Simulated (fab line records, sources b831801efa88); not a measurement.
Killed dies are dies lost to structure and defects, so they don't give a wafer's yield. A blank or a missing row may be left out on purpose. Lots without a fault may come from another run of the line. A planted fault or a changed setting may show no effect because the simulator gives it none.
fab line records | flow sky130
record lots=6 wafers=17 last_day=51
route steps=708 shown NWELL@63 PAD_OPEN@708
lots that met no fault: from a run of the same line without faults
start_h: hours from the record's first day to the start of the lot's first wafer shown | wait_h: hours since the lot's step before | " the same as in the row above | L1.1+2: a row that stands for several wafers | - no value, or no start given | * or withheld: withheld | < > ~ a bound
route shown NAME@n: a module of which the file shows steps, and the number in the route of the first | usual: mean/standard deviation of fault-free wafers | same: alike in all rows | chamber/n: place in a boat | sites: the reading at each site | _std_site: their standard deviation | _edge_site: outer sites' mean less inner sites' | radius_mm: how far each site lies from the wafer's centre | mask NAME#n: copy n | behind: the tool/chamber that last shaped the wafer | hold: why the lot was held/for how many hours/how that ended | device: the transistor (n, p or np) that didn't switch | end of line: the same wafers' tests at the end of the route | a step without rows: its recipe alone | killed: dies lost to structure and defects at the first sort, not the wafer's yield | map: a wafer's dies, x killed, . not, _ none there
set.NAME: the setting as run; set.NAME@STEP: as run at that earlier step | model.NAME: the simulator's own value behind a step, which no gauge read
lots at some steps of the route; a table a step, a row a wafer
services: from which hour (start_h, from the record's first day; less than 0 if before it) a tool's chamber was out of use, for how many hours, and why
## steps
# step SKY_NWELL_OVL_MEAS_10
# usual NWELL_00_OVL=1.7/1.5
# columns lot.wafer tool chamber start_h wait_h NWELL_00_OVL[nm]
L505.2 overlay-01 - 85.47 - 0.9
L505.4 " - " " 0.8
L505.5 " - " " 0.4
L513.1 overlay-02 - 136.56 - 2.3
L513.3 " - " " 2.0
L513.5 " - " " 1.4
L521.2 overlay-02 - 174.27 - 1.4
L521.4 " - " " 1.2
L522.2 overlay-02 - 179.47 - 3.2
L522.3 " - " " 1.2
L522.6 " - " " 1.3
L524.1 overlay-01 - 198.12 - 2.4
L524.3 " - " " 4.0
L524.5 " - " " 2.4
L528.1 overlay-01 - 227.16 - 3.4
L528.2 " - " " 3.1
L528.3 " - " " 1.7
# step SKY_NWELL_IMPLANT_11
# recipe species=P energy_kev=400 dose_cm2=1.9e+13 tilt_deg=withheld
# step SKY_NWELL_IMPLANT_12
# recipe species=P energy_kev=120 dose_cm2=1.3e+12 tilt_deg=withheld
# step SKY_NWELL_IMPLANT_13
# recipe species=P energy_kev=50 dose_cm2=7e+11 tilt_deg=withheld
# step SKY_NWELL_STRIP_14
# recipe chemistry=O2/N2 power_w=1400 pressure_mtorr=1500 platen_temp_c=withheld o2_flow_sccm=3000 n2_flow_sccm=300 overash_fraction=0.5
# usual drypump_motor_current_A=5.2/0.44 oes_product_au=0.722/0.0047 strip_time_to_endpoint_s=36.93/0.096
# columns lot.wafer tool chamber start_h wait_h drypump_motor_current_A oes_product_au rf_hours_counter_h strip_time_to_endpoint_s
L505.2 plasma_asher-02 1 85.95 0.1 5.4 0.718 28 36.92
L505.4 " 1 " " 5.4 0.723 - 36.96
L505.5 " 1 " " 5.4 0.729 - 36.82
L513.1 plasma_asher-04 1 137.05 0.1 5.2 0.721 44 36.93
L513.3 " 1 " " 5.2 0.718 - 37.06
L513.5 " 1 " " 5.2 0.719 - 36.96
L521.2 plasma_asher-04 0 174.75 0.1 4.9 0.722 47 37.03
L521.4 " 0 " " 4.9 0.725 - 37.08
L522.2 plasma_asher-02 1 179.95 0.1 5.4 0.725 37 36.86
L522.3 " 0 " " 5.1 0.726 - 36.82
L522.6 " 1 " " 5.4 0.720 - 36.94
L524.1 plasma_asher-02 0 198.60 0.1 5.1 0.723 39 36.86
L524.3 " 0 " " 5.1 0.725 - 36.84
L524.5 " 0 " " 5.1 0.722 - 36.84
L528.1 plasma_asher-01 0 227.65 0.1 5.9 0.718 11 36.88
L528.2 " 1 " " 4.6 0.721 11 36.96
L528.3 " 0 " " 5.9 0.722 - 36.87
# step SKY_NWELL_TW_MEAS_15
# usual NWELL_TW=1827/13
# columns lot.wafer tool chamber start_h wait_h NWELL_TW
L505.2 film_metro-01 - 86.06 0.1 1811
L505.4 " - " " 1802
L505.5 " - " " 1801
L513.1 film_metro-04 - 137.15 0.1 1809
L513.3 " - " " 1809
L513.5 " - " " 1800
L521.2 film_metro-03 - 174.86 0.1 1824
L521.4 " - " " 1838
L522.2 film_metro-03 - 180.08 0.1 1838
L522.3 " - " " 1836
L522.6 " - " " 1836
L524.1 film_metro-01 - 198.70 0.1 1824
L524.3 " - " " 1814
L524.5 " - " " 1822
L528.1 film_metro-03 - 227.75 0.1 1843
L528.2 " - " " 1833
L528.3 " - " " 1832
# step SKY_NWELL_DEHYDRATE_16
# recipe temp_c=200 time_s=60
# step SKY_NWELL_HMDS_17
# recipe prime_time_s=60 prime_temp_c=120
# step SKY_NWELL_COAT_18
# recipe spin_rpm=2000 resist_thk_nm=3000
# step SKY_NWELL_SOFTBAKE_19
# recipe temp_c=110 time_s=withheld
# step SKY_NWELL_EXPOSE_20
# recipe mask_id=NWM_COMPLEMENT na=0.6 source_shape=conventional sigma_outer=0.6 polarization=unpolarized target_cd_nm=840 dose_mj=260
# step SKY_NWELL_PEB_21
# recipe temp_c=115 time_s=withheld
# step SKY_NWELL_DEVELOP_22
# recipe wall_angle_deg=90 developer=TMAH develop_time_s=60 dev_temp_c=23
# usual chill_plate_temp_C=22.99/0.099
# columns lot.wafer tool chamber start_h wait_h chill_plate_temp_C
L505.2 litho_track-04 0 103 - 22.86
L505.4 " 0 " " 22.91
L505.5 " 0 " " 22.94
L513.1 litho_track-01 0 155 - 22.77
L513.3 " 0 " " 22.92
L513.5 " 0 " " 23.05
L521.2 litho_track-01 0 195 - 23.09
L521.4 " 0 " " 22.99
L522.2 litho_track-01 0 201 - 22.92
L522.3 " 0 " " 22.81
L522.6 " 0 " " 22.99
L524.1 litho_track-04 0 220 - 23.11
L524.3 " 0 " " 23.16
L524.5 " 0 " " 22.98
L528.1 litho_track-04 0 250 - 22.97
L528.2 " 0 " " 23.01
L528.3 " 0 " " 22.96
# step SKY_NWELL_OVL_MEAS_23
# usual NWELL_01_OVL=1.3/1.3
# columns lot.wafer tool chamber start_h wait_h NWELL_01_OVL[nm]
L505.2 overlay-01 - 103.17 - 1.4
L505.4 " - " " 1.1
L505.5 " - " " 0.5
L513.1 overlay-02 - 155.26 - 4.3
L513.3 " - " " 1.5
L513.5 " - " " 2.4
L521.2 overlay-01 - 195.72 - -
L521.4 " - " " -
L522.2 overlay-01 - 201.42 - -
L522.3 " - " " 0.8
L522.6 " - " " 0.7
L524.1 overlay-02 - 221.02 - -0.7
L524.3 " - " " 1.9
L524.5 " - " " 0.7
L528.1 overlay-02 - 250.37 - 0.8
L528.2 " - " " 0.5
L528.3 " - " " 0.7
# step SKY_NWELL_IMPLANT_24
# recipe species=B energy_kev=140 dose_cm2=9.2e+12 tilt_deg=withheld
# step SKY_PAD_OPEN_PROBE_99
# usual killed_at_M0_to_M3=43/6 killed_at_M4_up=3.2/1.9 killed_at_contacts=25/5.4 killed_at_front_end=15/4.5 killed_at_other=0.3/0.59 killed_dies=87/8.7 killed_on_rim=17/3.5 killed_open=47/6.7 killed_short=39/5.7
# same gross_dies=492 killed_at_back_side=0
# columns lot.wafer tool chamber start_h wait_h hold killed_at_M0_to_M3 killed_at_M4_up killed_at_contacts killed_at_front_end killed_at_other killed_dies killed_on_rim killed_open killed_short
L505.2 prober-01 - 1084.74 0.1 - 43 5 17 19 1 85 14 43 40
L505.4 prober-01 - 1084.84 0.2 - 43 5 26 18 0 92 19 45 47
L505.5 prober-01 - 1084.89 0.2 - 40 4 25 19 2 90 18 45 43
L513.1 prober-01 - 1135.41 0.1 - 41 2 27 15 0 85 19 42 43
L513.3 prober-01 - 1135.51 0.2 - 35 4 23 18 0 80 9 42 38
L513.5 prober-01 - 1135.61 0.2 - 44 3 34 11 0 92 15 42 50
L521.2 prober-01 - 1177.58 0.1 await_dispo/4.4h/release 38 2 22 430 0 492 96 45 37
L521.4 prober-01 - 1177.68 0.2 await_dispo/4.4h/release 38 1 26 427 0 492 96 40 35
L522.2 prober-02 - 1179.08 0.1 await_dispo/5.4h/release 37 0 20 435 0 492 96 34 30
L522.3 prober-02 - 1179.13 0.2 await_dispo/5.4h/release 48 2 27 17 0 94 24 53 41
L522.6 prober-02 - 1179.28 0.2 await_dispo/5.4h/release 35 4 31 16 0 86 22 44 42
L524.1 prober-02 - 1193.98 0.1 - 45 2 22 16 0 85 14 40 43
L524.3 prober-02 - 1194.08 0.2 - 42 4 25 17 0 88 17 47 41
L524.5 prober-02 - 1194.18 0.2 - 42 1 34 9 0 86 18 45 41
L528.1 prober-02 - 1213.44 0.1 - 42 6 27 8 0 83 15 45 38
L528.2 prober-02 - 1213.49 0.1 - 47 6 24 13 0 90 17 50 40
L528.3 prober-02 - 1213.54 0.2 - 47 0 34 14 1 96 18 56 39
# killed by level:class
L505.2 VIA2:geometric_particle:open=8 CONTACT:geometric_particle:open=7 VIA1:geometric_particle:short=7 VIA1:geometric_particle:open=7 METAL2:geometric_particle:short=6 LI_CONTACT:geometric_particle:open=5 FIELD_ISO:geometric_particle:short=4 FIELD_ISO:geometric_particle:open=4
L505.4 VIA1:geometric_particle:open=12 CONTACT:geometric_particle:open=8 POLY_GATE:geometric_particle:open=7 LI_CONTACT:geometric_particle:open=6 CONTACT:geometric_particle:short=6 VIA2:geometric_particle:short=5 FIELD_ISO:geometric_particle:short=4 METAL4:geometric_particle:short=4
L505.5 CONTACT:geometric_particle:open=12 METAL1:geometric_particle:short=9 VIA1:geometric_particle:open=8 POLY_GATE:geometric_particle:open=7 FIELD_ISO:geometric_particle:open=6 METAL2:geometric_particle:short=6 CONTACT:geometric_particle:short=6 METAL3:geometric_particle:short=4
L513.1 LI_CONTACT:geometric_particle:open=9 CONTACT:geometric_particle:open=8 VIA2:geometric_particle:short=6 VIA1:geometric_particle:short=6 VIA3:geometric_particle:short=6 VIA3:geometric_particle:open=6 CONTACT:geometric_particle:short=5 VIA1:geometric_particle:open=5
L513.3 CONTACT:geometric_particle:open=9 POLY_GATE:geometric_particle:short=7 VIA2:geometric_particle:open=7 VIA1:geometric_particle:open=6 VIA3:geometric_particle:open=6 FIELD_ISO:geometric_particle:open=4 METAL4:geometric_particle:short=4 LI_CONTACT:geometric_particle:open=4
L513.5 LI_CONTACT:geometric_particle:open=10 LOCAL_INTERCONNECT:geometric_particle:short=9 VIA1:geometric_particle:open=8 METAL1:geometric_particle:short=8 VIA1:geometric_particle:short=8 VIA3:geometric_particle:open=7 CONTACT:geometric_particle:open=6 CONTACT:geometric_particle:short=6
L521.2 NWELL:area_develop=410 CONTACT:geometric_particle:open=10 FIELD_ISO:geometric_particle:open=8 METAL1:geometric_particle:short=8 VIA1:geometric_particle:open=7 CONTACT:geometric_particle:short=6 VIA2:geometric_particle:open=5 METAL2:geometric_particle:short=5
L521.4 NWELL:area_develop=417 CONTACT:geometric_particle:open=8 VIA1:geometric_particle:open=7 LOCAL_INTERCONNECT:geometric_particle:short=6 METAL1:geometric_particle:short=6 METAL2:geometric_particle:short=6 LI_CONTACT:geometric_particle:open=5 VIA3:geometric_particle:open=5
L522.2 NWELL:area_develop=428 CONTACT:geometric_particle:open=7 VIA1:geometric_particle:open=7 METAL1:geometric_particle:short=6 VIA3:geometric_particle:open=6 CONTACT:geometric_particle:short=5 VIA2:geometric_particle:open=5 FIELD_ISO:geometric_particle:short=4
L522.3 CONTACT:geometric_particle:open=10 METAL2:geometric_particle:short=9 METAL1:geometric_particle:open=8 VIA1:geometric_particle:open=7 LI_CONTACT:geometric_particle:short=6 VIA3:geometric_particle:open=6 VIA2:geometric_particle:open=6 METAL1:geometric_particle:short=5
L522.6 CONTACT:geometric_particle:short=9 LI_CONTACT:geometric_particle:open=8 CONTACT:geometric_particle:open=8 VIA1:geometric_particle:open=7 METAL3:geometric_particle:short=6 METAL1:geometric_particle:short=6 FIELD_ISO:geometric_particle:short=5 VIA3:geometric_particle:open=4
L524.1 VIA1:geometric_particle:open=13 VIA2:geometric_particle:open=8 LI_CONTACT:geometric_particle:open=7 POLY_GATE:geometric_particle:short=6 VIA1:geometric_particle:short=6 CONTACT:geometric_particle:short=5 CONTACT:geometric_particle:open=4 METAL1:geometric_particle:short=4
L524.3 VIA2:geometric_particle:open=9 CONTACT:geometric_particle:open=7 METAL1:geometric_particle:short=7 VIA1:geometric_particle:open=7 FIELD_ISO:geometric_particle:open=6 LI_CONTACT:geometric_particle:open=6 LOCAL_INTERCONNECT:geometric_particle:short=6 POLY_GATE:geometric_particle:short=4
L524.5 VIA1:geometric_particle:open=13 CONTACT:geometric_particle:open=13 VIA2:geometric_particle:open=6 LI_CONTACT:geometric_particle:short=6 CONTACT:geometric_particle:short=6 METAL1:geometric_particle:short=6 LI_CONTACT:geometric_particle:open=5 VIA2:geometric_particle:short=5
L528.1 VIA3:geometric_particle:open=11 CONTACT:geometric_particle:open=10 CONTACT:geometric_particle:short=8 LI_CONTACT:geometric_particle:open=5 METAL2:geometric_particle:short=5 VIA1:geometric_particle:open=5 VIA2:geometric_particle:open=5 VIA3:geometric_particle:short=5
L528.2 CONTACT:geometric_particle:open=13 VIA2:geometric_particle:open=8 VIA1:geometric_particle:open=8 VIA3:geometric_particle:open=6 METAL1:geometric_particle:short=6 METAL4:geometric_particle:short=5 METAL2:geometric_particle:short=4 VIA3:geometric_particle:short=4
L528.3 LI_CONTACT:geometric_particle:open=13 CONTACT:geometric_particle:open=11 VIA1:geometric_particle:open=9 METAL2:geometric_particle:short=7 VIA3:geometric_particle:open=7 FIELD_ISO:geometric_particle:open=6 VIA2:geometric_particle:open=6 VIA2:geometric_particle:short=6
# map L521.2 (x killed, . not)
__________xxxxxxxxxx_________
________xxxxxxxxxxxxxx_______
______xxxxxxxxxxxxxxxxxx_____
_____xxxxxxxxxxxxxxxxxxxx____
____xxxxxxxxxxxxxxxxxxxxxx___
___xxxxxxxxxxxxxxxxxxxxxxxx__
__xxxxxxxxxxxxxxxxxxxxxxxxxx_
_xxxxxxxxxxxxxxxxxxxxxxxxxxxx
_xxxxxxxxxxxxxxxxxxxxxxxxxxxx
_xxxxxxxxxxxxxxxxxxxxxxxxxxxx
_xxxxxxxxxxxxxxxxxxxxxxxxxxxx
_xxxxxxxxxxxxxxxxxxxxxxxxxxxx
_xxxxxxxxxxxxxxxxxxxxxxxxxxxx
_xxxxxxxxxxxxxxxxxxxxxxxxxxxx
_xxxxxxxxxxxxxxxxxxxxxxxxxxxx
__xxxxxxxxxxxxxxxxxxxxxxxxxx_
___xxxxxxxxxxxxxxxxxxxxxxxx__
____xxxxxxxxxxxxxxxxxxxxxx___
_____xxxxxxxxxxxxxxxxxxxx____
______xxxxxxxxxxxxxxxxxx_____
________xxxxxxxxxxxxxx_______
__________xxxxxxxxxx_________
# map L522.2 (x killed, . not)
__________xxxxxxxxxx_________
________xxxxxxxxxxxxxx_______
______xxxxxxxxxxxxxxxxxx_____
_____xxxxxxxxxxxxxxxxxxxx____
____xxxxxxxxxxxxxxxxxxxxxx___
___xxxxxxxxxxxxxxxxxxxxxxxx__
__xxxxxxxxxxxxxxxxxxxxxxxxxx_
_xxxxxxxxxxxxxxxxxxxxxxxxxxxx
_xxxxxxxxxxxxxxxxxxxxxxxxxxxx
_xxxxxxxxxxxxxxxxxxxxxxxxxxxx
_xxxxxxxxxxxxxxxxxxxxxxxxxxxx
_xxxxxxxxxxxxxxxxxxxxxxxxxxxx
_xxxxxxxxxxxxxxxxxxxxxxxxxxxx
_xxxxxxxxxxxxxxxxxxxxxxxxxxxx
_xxxxxxxxxxxxxxxxxxxxxxxxxxxx
__xxxxxxxxxxxxxxxxxxxxxxxxxx_
___xxxxxxxxxxxxxxxxxxxxxxxx__
____xxxxxxxxxxxxxxxxxxxxxx___
_____xxxxxxxxxxxxxxxxxxxx____
______xxxxxxxxxxxxxxxxxx_____
________xxxxxxxxxxxxxx_______
__________xxxxxxxxxx_________
## services
# columns tool chamber start_h hours kind
plasma_asher-04 - 105.34 0.3 repair
plasma_asher-01 - 108.75 9.0 pm
plasma_asher-01 0 108.75 9.0 vent_cycle
plasma_asher-01 1 108.75 9.0 vent_cycle
plasma_asher-01 0 117.75 - clean
plasma_asher-01 1 117.75 - clean
plasma_asher-04 - 126.24 2.8 pm
plasma_asher-01 - 144.23 0.8 repair
## key
first_sign step=SKY_NWELL_OVL_MEAS_23 reading=NWELL_01_OVL direction=missing
effect step=SKY_PAD_OPEN_PROBE_99 reading=killed_at_front_end direction=up sigmas=93 usual=15 struck=431
more_kills_born_at SKY_NWELL_DEVELOP_22@litho_track-01=1255
met_at SKY_NWELL_DEVELOP_22
struck_wafers L521.2,L521.4,L522.2
tester_left_out L521,L522
onset_between 155 195
fault kind=process_parameter_drift tool=litho_track-01 chamber=- onset_h=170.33 steps=SKY_NWELL_DEVELOP_22 channel=develop_time_s offset=* shape=step end_h=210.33 scope=struck_wafers_only acts_in=* stated=*
# tester_left_out: of these lots the tester's yield and bins aren't shown, on N5 and GAA mostly nor the transistor test; their killed dies are dies lost to structure and defects alone, not to doping, threshold or leakage, so they don't give the yield
